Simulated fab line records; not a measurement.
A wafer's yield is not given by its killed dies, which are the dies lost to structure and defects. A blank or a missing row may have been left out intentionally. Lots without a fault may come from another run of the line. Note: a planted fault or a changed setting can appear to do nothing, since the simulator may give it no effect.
fab line records -- flow sky130
record: lots: 4, wafers: 12, last_day: 49
route steps=708 shown CAP2M@605 METAL4@621 VIA4@639 PAD_OPEN@708
lots with no fault: from the same line, run without faults
start_h: start of the lot's first displayed wafer, in hours after the record's first day -- wait_h: hours since the lot's step before -- " unchanged from the row above -- L1.1+2: one row covering several wafers at once -- - no value, or no start given -- * or withheld: withheld -- < > ~ a bound
route shown NAME@n: NAME is a module with steps in the file, n the number in the route of the first one -- usual: the fault-free wafers' mean and standard deviation -- same: alike in all rows -- chamber/n: place in a boat -- sites: readings site by site -- _std_site: their standard deviation -- _edge_site: inner sites' mean taken away from outer sites' mean -- radius_mm: for every site, how far away it sits from the centre of the wafer -- mask NAME#n: copy n -- behind: the last tool/chamber to shape the wafer -- hold: what put the lot on hold/how long, in hours/how the hold closed -- device: the n, p or np transistor that did not switch -- end of line: the route-end tests of the same wafers -- where a step has no rows: the recipe by itself -- killed: not the wafer's yield, but the dies lost to structure and defects at the first sort -- map: per-die view of a wafer (x killed, . not killed, _ where there is no die)
set.NAME: the setting as run; set.NAME@STEP: as run at that earlier step -- model.NAME: the simulator's own value behind a step, which no gauge read
lots at selected steps of the route; one table per step, one row per wafer
services: a tool's chamber out of use, with start hour (start_h, from the record's first day; less than 0 if before it), hours out, and reason
== steps ==
step: SKY_CAP2M_SPUTTER_02
recipe: material: TiN, target_thk_nm: 200, temp_c: 300, power_w: 6500, time_s: 166.7, chamber_pressure_pa: 0.4
step: SKY_CAP2M_DEHYDRATE_05
recipe: temp_c: 200, time_s: 60
step: SKY_CAP2M_HMDS_06
recipe: prime_time_s: 60, prime_temp_c: 120
step: SKY_CAP2M_COAT_07
recipe: resist: NOVOLAK, spin_rpm: 3000, resist_thk_nm: 1140
step: SKY_CAP2M_SOFTBAKE_08
recipe: temp_c: 90, time_s: 60, resist: NOVOLAK
step: SKY_CAP2M_EXPOSE_09
recipe: mask_id: CAP2M, na: 0.6, source_shape: conventional, sigma_outer: 0.6, polarization: unpolarized, target_cd_nm: 1000, dose_mj: 159
step: SKY_CAP2M_PEB_10
recipe: temp_c: withheld, time_s: *, resist: NOVOLAK
step: SKY_CAP2M_DEVELOP_11
recipe: resist: NOVOLAK, developer: TMAH, develop_time_s: 60, dev_temp_c: 23
step: SKY_CAP2M_METAL_ETCH_13
recipe: target_depth_nm: 220, stop_on: SiO2, chemistry: Cl2/BCl3, target: TiN, pressure_mtorr: 10, icp_w: 900, bias_w: 48.5, Cl2_flow_sccm: 60, bcl3_flow_sccm: 30, time_s: 62.9
usual: bcl3_flow_sccm: 30.00/0.096, drypump_motor_current_A: 5.6/0.42, oes_product_au: 0.944/0.0081, throttle_valve_pct: 21.899/0.0095
lot.wafer,tool,chamber,start_h,wait_h,bcl3_flow_sccm,drypump_motor_current_A,oes_product_au,rf_hours_counter_h,throttle_valve_pct
L195.1,rie_metal-02,1,999.12,0.0,29.90,6.3,0.947,18,21.921
L195.4,rie_metal-02,0,999.12,0.0,30.14,5.2,0.947,-,21.907
L195.5,rie_metal-02,0,999.12,0.0,30.02,5.2,0.944,-,21.892
L198.2,rie_metal-02,1,1006.52,0.0,30.08,6.3,0.953,19,21.905
L198.5,rie_metal-02,0,1006.52,0.0,29.95,5.3,0.945,-,21.893
L198.6,rie_metal-02,1,1006.52,0.0,29.86,6.3,0.947,-,21.916
L206.3,rie_metal-02,0,1060.33,0.0,29.97,5.2,0.947,-,21.896
L206.4,rie_metal-02,1,1060.33,0.0,29.99,6.3,0.961,-,21.898
L206.6,rie_metal-02,0,1060.33,0.0,29.91,5.3,0.943,-,21.907
L210.1,rie_metal-02,0,1083.97,0.0,29.97,5.2,0.938,18,21.896
L210.3,rie_metal-02,0,1083.97,0.0,29.95,5.2,0.949,-,21.904
L210.6,rie_metal-02,0,1083.97,0.0,30.01,5.2,0.930,-,21.919
step: SKY_CAP2M_STRIP_14
recipe: chemistry: O2/N2, power_w: 1400, pressure_mtorr: 1500, platen_temp_c: withheld, o2_flow_sccm: 3000, n2_flow_sccm: 300, overash_fraction: 0.5
step: SKY_CAP2M_STRIP_15
recipe: chemistry: post_etch_residue_remover, time_s: 1200, temp_c: 72.5
step: SKY_CAP2M_CLEAN_16
recipe: chemistry: IPA, time_s: 180, temp_c: 25
step: SKY_CAP2M_CLEAN_17
recipe: chemistry: O3/DIW, dry: n2_spin
step: SKY_METAL4_DEHYDRATE_05
recipe: temp_c: 200, time_s: 60
step: SKY_METAL4_HMDS_06
recipe: prime_time_s: 60, prime_temp_c: 120
step: SKY_METAL4_COAT_07
recipe: resist: BARC, temp_c: withheld, time_s: withheld, spin_rpm: 3000, resist_thk_nm: 60
step: SKY_METAL4_COAT_08
recipe: resist: KrF-thick, spin_rpm: 3000, resist_thk_nm: 1140
step: SKY_METAL4_SOFTBAKE_09
recipe: temp_c: 100, time_s: 90, resist: KrF-thick
step: SKY_METAL4_EXPOSE_10
recipe: mask_id: MM4, na: 0.68, source_shape: annular, sigma_inner: 0.4, sigma_outer: 0.8, target_cd_nm: 300, dose_mj: 28
step: SKY_METAL4_PEB_11
recipe: peb_temp_c: withheld, peb_time_s: withheld, resist: KrF-thick
step: SKY_METAL4_DEVELOP_12
recipe: develop_time_s: 60, resist: KrF-thick, dev_temp_c: 21
step: SKY_METAL4_DESCUM_15
recipe: chemistry: O2, source_power_w: 150, bias_power_w: 0, pressure_mtorr: 10, temp_c: 40, time_s: 8
step: SKY_METAL4_ETCH_16
recipe: chemistry: N2/H2, target: BARC, ion_energy_ev: 200, bias_w: 100, pressure_mtorr: 30, n2_flow_sccm: 100, h2_flow_sccm: 200, icp_w: 500, stop_on: SiO2, time_s: 88.2, target_depth_a: 600
step: SKY_METAL4_ETCH_17
recipe: target: SiO2, stop_on: TiN, chemistry: C4F8/O2/Ar, source_w: 1500, bias_w: 1200, pressure_mtorr: 40, c4f8_flow_sccm: withheld, O2_flow_sccm: 6, Ar_flow_sccm: 300, time_s: 3.9, target_depth_a: 150
step: SKY_METAL4_METAL_ETCH_18
recipe: target_depth_a: 8450, stop_on: SiO2, over_etch_frac: 0.3, time_s: 183.1, chemistry: Cl2/BCl3, resist_sidewall_deg: 88, pressure_mtorr: 10, icp_w: 900, bias_w: 48.5, Cl2_flow_sccm: 60, bcl3_flow_sccm: 30
step: SKY_METAL4_STRIP_19
recipe: chemistry: O2/N2, power_w: 1400, pressure_mtorr: 1500, platen_temp_c: withheld, o2_flow_sccm: 3000, n2_flow_sccm: 300, overash_fraction: 0.5
step: SKY_METAL4_STRIP_20
recipe: chemistry: post_etch_residue_remover, time_s: 1200, temp_c: 72.5
step: SKY_METAL4_CLEAN_21
recipe: chemistry: IPA, time_s: 180, temp_c: 25
step: SKY_METAL4_CLEAN_22
recipe: chemistry: O3/DIW, dry: n2_spin
step: SKY_VIA4_HDPCVD_00
recipe: material: SiO2, target_thk_nm: 1750, sigma_open_frac: 0.3, time_s: 291.7, temp_c: 400, sih4_flow_sccm: 60, pressure_mtorr: 6
step: SKY_VIA4_CMP_02
recipe: material: SiO2, down_force_psi: 4, platen_rpm: 60, pad_velocity_m_s: 0.94248
step: SKY_VIA4_DEHYDRATE_04
recipe: temp_c: 200, time_s: 60
step: SKY_VIA4_HMDS_05
recipe: prime_time_s: 60, prime_temp_c: 120
step: SKY_VIA4_COAT_06
recipe: resist: NOVOLAK, spin_rpm: 3000, resist_thk_nm: 1140
step: SKY_PAD_OPEN_PROBE_99
usual: defect_limited_yield: 82.2/2, killed_at_M0_to_M3: 45/7.2, killed_at_M4_up: 3.0/1.8, killed_at_contacts: 25/6.1, killed_at_front_end: 14/4.4, killed_at_other: 0.2/0.44, killed_dies: 88/10, killed_open: 48/7.4, killed_short: 40/6.3, sort_bin_3_pad_short: 0.9/0.41, sort_bin_5_function: 10.6/1.5, sort_bin_6_memory: 6.4/1.2, sort_n_pass: 404/10, sort_yield_pct: 82.2/2
same: gross_dies: 492, killed_at_back_side: 0, sort_bin_4_leakage[%]: 0, sort_bin_8_speed[%]: 0
lot.wafer,tool,chamber,start_h,wait_h,defect_limited_yield[%],killed_at_M0_to_M3,killed_at_M4_up,killed_at_contacts,killed_at_front_end,killed_at_other,killed_dies,killed_open,killed_short,sort_bin_3_pad_short[%],sort_bin_5_function[%],sort_bin_6_memory[%],sort_n_pass,sort_yield_pct[%],model.etest.tester.sort_n_pass,model.etest.tester.sort_yield_pct,model.etest.tester.sort_bin_5_pct,model.etest.tester.sort_bin_3_pct
L195.1,prober-02,-,1114.66,0.1,81.5,52,4,27,8,0,91,51,40,0.8,10.4,7.3,401,81.5,401,81.5,10.37,0.813
L195.4,prober-02,-,1114.81,0.2,82.3,52,1,25,9,0,87,50,37,0.4,10.0,7.3,405,82.3,405,82.32,9.959,0.4065
L195.5,prober-02,-,1114.86,0.2,82.9,36,2,30,16,0,84,52,32,1.4,9.6,6.1,408,82.9,408,82.93,9.553,1.423
L198.2,prober-01,-,1122.69,0.1,85.8,31,4,20,15,0,70,36,34,0.8,9.6,3.9,422,85.8,422,85.77,9.553,0.813
L198.5,prober-01,-,1122.84,0.2,81.1,57,0,21,15,0,93,46,47,1.0,12.4,5.5,399,81.1,399,81.1,12.4,1.016
L198.6,prober-01,-,1122.89,0.2,79.1,51,7,20,24,1,103,58,45,1.4,13.0,6.5,389,79.1,389,79.06,13.01,1.423
L206.3,prober-01,-,1167.50,0.2,72.6,35,1,29,12,58,135,41,36,3.7,18.1,5.7,357,72.6,357,72.56,18.09,3.659
L206.4,prober-01,-,1167.55,0.2,77.0,42,3,26,15,27,113,50,36,2.2,13.0,7.7,379,77.0,379,77.03,13.01,2.236
L206.6,prober-01,-,1167.65,0.2,72.4,42,0,20,13,61,136,41,34,3.3,17.7,6.7,356,72.4,356,72.36,17.68,3.252
L210.1,prober-02,-,1186.18,0.1,72.8,37,2,21,14,60,134,46,28,2.6,17.9,6.7,358,72.8,358,72.76,17.89,2.642
L210.3,prober-02,-,1186.28,0.2,73.0,41,4,13,14,61,133,45,28,2.0,17.5,7.5,359,73.0,359,72.97,17.48,2.033
L210.6,prober-02,-,1186.43,0.2,75.4,33,6,22,10,50,121,45,26,3.5,16.1,5.1,371,75.4,371,75.41,16.06,3.455
killed by level:class
L195.1 CONTACT:geometric_particle:open=17 VIA3:geometric_particle:open=10 METAL1:geometric_particle:short=9 VIA1:geometric_particle:short=6 VIA1:geometric_particle:open=6 VIA2:geometric_particle:open=5 LI_CONTACT:geometric_particle:open=5 METAL2:geometric_particle:short=5
L195.4 VIA1:geometric_particle:open=19 LI_CONTACT:geometric_particle:open=10 VIA2:geometric_particle:open=7 METAL2:geometric_particle:short=7 CONTACT:geometric_particle:short=6 METAL1:geometric_particle:short=5 LOCAL_INTERCONNECT:geometric_particle:short=4 CONTACT:geometric_particle:open=4
L195.5 LI_CONTACT:geometric_particle:open=12 CONTACT:geometric_particle:open=11 VIA3:geometric_particle:open=9 VIA1:geometric_particle:open=6 FIELD_ISO:geometric_particle:open=5 LOCAL_INTERCONNECT:geometric_particle:short=4 METAL2:geometric_particle:short=4 METAL3:geometric_particle:short=4
L198.2 VIA1:geometric_particle:open=9 FIELD_ISO:geometric_particle:short=6 CONTACT:geometric_particle:short=6 CONTACT:geometric_particle:open=6 POLY_GATE:geometric_particle:short=4 LI_CONTACT:geometric_particle:open=4 METAL2:geometric_particle:short=4 VIA2:geometric_particle:open=3
L198.5 VIA3:geometric_particle:open=12 LI_CONTACT:geometric_particle:open=9 VIA1:geometric_particle:open=9 METAL2:geometric_particle:short=8 VIA2:geometric_particle:open=7 METAL1:geometric_particle:short=7 VIA1:geometric_particle:short=6 CONTACT:geometric_particle:short=5
L198.6 VIA1:geometric_particle:open=17 VIA3:geometric_particle:open=10 METAL1:geometric_particle:short=6 POLY_GATE:geometric_particle:short=6 FIELD_ISO:geometric_particle:short=5 LI_CONTACT:geometric_particle:open=5 VIA1:geometric_particle:short=4 LOCAL_INTERCONNECT:geometric_particle:short=4
L206.3 CAP2M:unspecified=58 CONTACT:geometric_particle:open=12 METAL1:geometric_particle:short=8 LI_CONTACT:geometric_particle:open=6 VIA1:geometric_particle:open=6 CONTACT:geometric_particle:short=5 VIA2:geometric_particle:open=5 METAL2:geometric_particle:short=5
L206.4 CAP2M:unspecified=27 VIA1:geometric_particle:open=15 CONTACT:geometric_particle:open=10 VIA1:geometric_particle:short=7 FIELD_ISO:geometric_particle:open=5 METAL1:geometric_particle:short=5 CONTACT:geometric_particle:short=5 POLY_GATE:geometric_particle:short=4
L206.6 CAP2M:unspecified=61 VIA1:geometric_particle:open=10 METAL1:geometric_particle:short=8 VIA3:geometric_particle:open=8 CONTACT:geometric_particle:short=6 FIELD_ISO:geometric_particle:short=5 POLY_GATE:geometric_particle:open=4 LOCAL_INTERCONNECT:geometric_particle:open=4
L210.1 CAP2M:unspecified=60 VIA3:geometric_particle:open=10 LI_CONTACT:geometric_particle:open=9 VIA1:geometric_particle:open=8 POLY_GATE:geometric_particle:short=6 CONTACT:geometric_particle:open=6 VIA2:geometric_particle:open=6 METAL2:geometric_particle:short=5
L210.3 CAP2M:unspecified=60 VIA1:geometric_particle:open=10 VIA3:geometric_particle:open=9 VIA2:geometric_particle:open=8 FIELD_ISO:geometric_particle:short=6 CONTACT:geometric_particle:open=5 LI_CONTACT:geometric_particle:open=4 VIA1:geometric_particle:short=4
L210.6 CAP2M:unspecified=50 CONTACT:geometric_particle:open=11 VIA3:geometric_particle:open=8 VIA1:geometric_particle:open=7 VIA2:geometric_particle:open=5 METAL1:geometric_particle:short=4 LI_CONTACT:geometric_particle:open=4 METAL4:geometric_particle:short=4
map L206.6 (x killed, . not)
__________.x...x...._________
________......xxxxx.xx_______
______............x....x_____
_____x.....x..xx......xx.____
____...x..................___
___..........x...........x.__
__..x.....x.....x..x.x...x.._
_...xx...x...................
_..x...xx.x.x...x.x...x...x..
_............xxxxxx..xx......
_.x..x....xxxxxxxxxx.x.x.....
_..........xxxxxxxxxx..x.....
_..x.xx.....xxxxxxxxxxx......
_x..x......xxxxxxxxxx.x...x..
_........x...xxxxxxxxx...xx..
__.........xx..xxxxx..x....._
___.............xxxx.......__
____........x..x..x......x___
_____....x..........x....____
______.........x...x...._____
________x.x.........xx_______
__________......x..._________
map L210.1 (x killed, . not)
__________.........._________
________.x...x.xx....x_______
______.................._____
_____.....x.x...x........____
____.....xx.......x.......___
___xx...x.....x.x.x........__
__.................x..x.x..._
_.......x.......x.x..x..x...x
_.x...............x......x..x
_..x....x.x.x.xxxxxx....xx...
_..xx.xx...xxxxxxxxxx........
_...........xxxxxxxxxxx...x..
_.......x.x.xxxxxxxxxxx..x...
_....x......xxxxxxxxxxx....x.
_........x...xxxxxxxx........
__.x..x.......x.xxxxx.x....._
___...x.........x...x...x.x__
____......x.x..........x..___
_____x.x...........x.....____
______..x.xx....x...x..._____
________...x.....xx..x_______
__________..x......._________
== services ==
tool,chamber,start_h,hours,kind
rie_metal-02,1,1073.78,-,clean
rie_metal-02,1,1073.78,27.5,scheduled_down
rie_metal-02,1,1073.78,27.5,vent_cycle
== key ==
first_sign: step: SKY_PAD_OPEN_PROBE_99, reading: killed_at_other, direction: up, sigmas: 53, usual: 0.2, struck: 52.8
effect: step: SKY_PAD_OPEN_PROBE_99, reading: sort_bin_3_pad_short, direction: up, sigmas: 5, usual: 0.9, struck: 2.9
model_effect: step: SKY_PAD_OPEN_PROBE_99, value: etest.tester.sort_n_pass, without: 410.3, struck: 363.3
met_at SKY_CAP2M_METAL_ETCH_13
struck_wafers L206.3,L206.4,L206.6,L210.1,L210.3,L210.6
loop_trim: step: SKY_METAL4_EXPOSE_10, setting: dose, lots: L210
onset_between 1006.52 1060.33
also_fits time
fault: kind: chamber_particle_source, tool: rie_metal-02, chamber: -, onset_h: 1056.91, steps: SKY_CAP2M_METAL_ETCH_13, rate_per_visit_cm2: 1.0523, end_h: 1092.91
loop_trim: a control loop set the setting to another value than it would have without faults
